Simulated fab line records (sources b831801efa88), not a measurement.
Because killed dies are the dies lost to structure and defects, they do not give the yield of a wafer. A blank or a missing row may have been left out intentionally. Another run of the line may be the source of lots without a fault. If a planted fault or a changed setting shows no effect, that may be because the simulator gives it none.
Struck lot and sound lot, side by side -- flow gf180mcu -- 27 steps out of a route of 602
Sound: these wafers, L832.2, L832.5, L832.6. Wafers struck: L849.1, L849.5, L849.6. The cause comes at the end.
Order at every step that has rows: each side's tool, ch and its chambers, its first start. Under that, the readings that differ: sound wafers -- struck wafers -- difference of the means -- sigmas: that difference in standard deviations of wafers without a fault.
alike: a reading whose means differ by less than 2 such deviations, as well as words and numbers matching on both sides. not compared: withheld readings; readings where some wafer has no value; bounds like >300 that might hide an equal value; numbers whose values overlap and for which the record gives no deviation.
Wherever a step has rows on one side only, a row that says differs or no value, or a row with sigmas, the two part there. Numbers that have no deviation but don't overlap get no sigmas and don't part them. Lack of a reading on every wafer of one side parts them only where that side has two or more wafers.

GF_DNWELL_STRIP_08: strips in O2/N2.
  sound on plasmaAsher-03 ch 0,1, day 3 09:43; struck on plasmaAsher-02 ch 0,1, day 7 05:11
  alike: chamberPressureMTorr, drypumpMotorCurrentA, heaterPowerW, oesProductAu, platenTempC, stripTimeToEndpointS
  not compared: rfHoursCounterH
GF_DNWELL_TW_MEAS_09:
  sound on filmMetro-04, day 3 09:49; struck on filmMetro-04, day 7 05:17
reading,sound,struck,difference,sigmas
DNWELL_TW,1376 1375 1368,1353 1344 1346,-25,-3
then, 7 steps without rows for these wafers: GF_NWELL_DEHYDRATE_00 (time 60 s); GF_NWELL_HMDS_01 (prime time 60 s); GF_NWELL_COAT_02 (resist thk 3000 nm); GF_NWELL_SOFTBAKE_03; GF_NWELL_EXPOSE_04 (exposes mask Nwell, target cd 860 nm); GF_NWELL_PEB_05; GF_NWELL_DEVELOP_06 (develop time 60 s).
GF_NWELL_OVL_MEAS_07:
  sound on overlay-02, day 3 23:07; struck on overlay-01, day 7 20:40
  alike: NWELL_OVL
then, 2 steps without rows for these wafers: GF_NWELL_IMPLANT_08; GF_NWELL_IMPLANT_09.
GF_NWELL_STRIP_10: strips in O2/N2.
  sound on plasmaAsher-01 ch 0,1, day 3 23:27; struck on plasmaAsher-02 ch 0,1, day 7 20:59
  no value came back on the struck wafers for any of 6 readings (chamberPressureMTorr (mTorr), drypumpMotorCurrentA (A) and others); on the sound wafers chamberPressureMTorr (mTorr) reads 1496.9 1501.5 1498.7
reading,sound,struck,difference,sigmas
model.coat_of_NWELL_COAT_02.thkNm (nm),0 0 0,3024 3012 3019,+3018,
  not compared: rfHoursCounterH
GF_NWELL_TW_MEAS_11:
  sound on filmMetro-04, day 3 23:34; struck on filmMetro-04, day 7 21:05
reading,sound,struck,difference,sigmas
NWELL_TW,1592 1588 1581,1565 1571 1568,-19,-2
then, 7 steps without rows for these wafers: GF_LVPWELL_DEHYDRATE_00 (time 60 s); GF_LVPWELL_HMDS_01 (prime time 60 s); GF_LVPWELL_COAT_02 (resist thk 3000 nm); GF_LVPWELL_SOFTBAKE_03; GF_LVPWELL_EXPOSE_04 (exposes mask LVPWELL, target cd 600 nm); GF_LVPWELL_PEB_05; GF_LVPWELL_DEVELOP_06 (develop time 60 s).
GF_LVPWELL_OVL_MEAS_07:
  sound on overlay-02, day 4 12:39; struck on overlay-02, day 8 13:23
  alike: LVPWELL_OVL
then, 2 steps without rows for these wafers: GF_LVPWELL_IMPLANT_08; GF_LVPWELL_IMPLANT_09.
GF_LVPWELL_STRIP_10: strips in O2/N2.
  sound on plasmaAsher-03 ch 0,1, day 4 12:59; struck on plasmaAsher-03 ch 0,1, day 8 13:44
reading,sound,struck,difference,sigmas
oesProductAu (a.u.),0.720 0.727 0.724,0.745 0.747 0.737,+0.019,+4
stripTimeToEndpointS (s),37.00 36.92 36.95,81.71 81.51 81.77,+44.71,+99 or more
  alike: chamberPressureMTorr, drypumpMotorCurrentA, heaterPowerW, platenTempC
  not compared: rfHoursCounterH
GF_LVPWELL_TW_MEAS_11:
  sound on filmMetro-03, day 4 13:05; struck on filmMetro-03, day 8 13:50
reading,sound,struck,difference,sigmas
LVPWELL_TW,570 565 566,30 30 30,-537,-99 or more
then, 1 step without rows for these wafers: GF_MVSD_DEHYDRATE_00 (time 60 s).

== WHERE THEY PART ==
At GF_DNWELL_TW_MEAS_09 first; at GF_LVPWELL_TW_MEAS_11 last (within this record only).

WHY: whatever the simulator had introduced
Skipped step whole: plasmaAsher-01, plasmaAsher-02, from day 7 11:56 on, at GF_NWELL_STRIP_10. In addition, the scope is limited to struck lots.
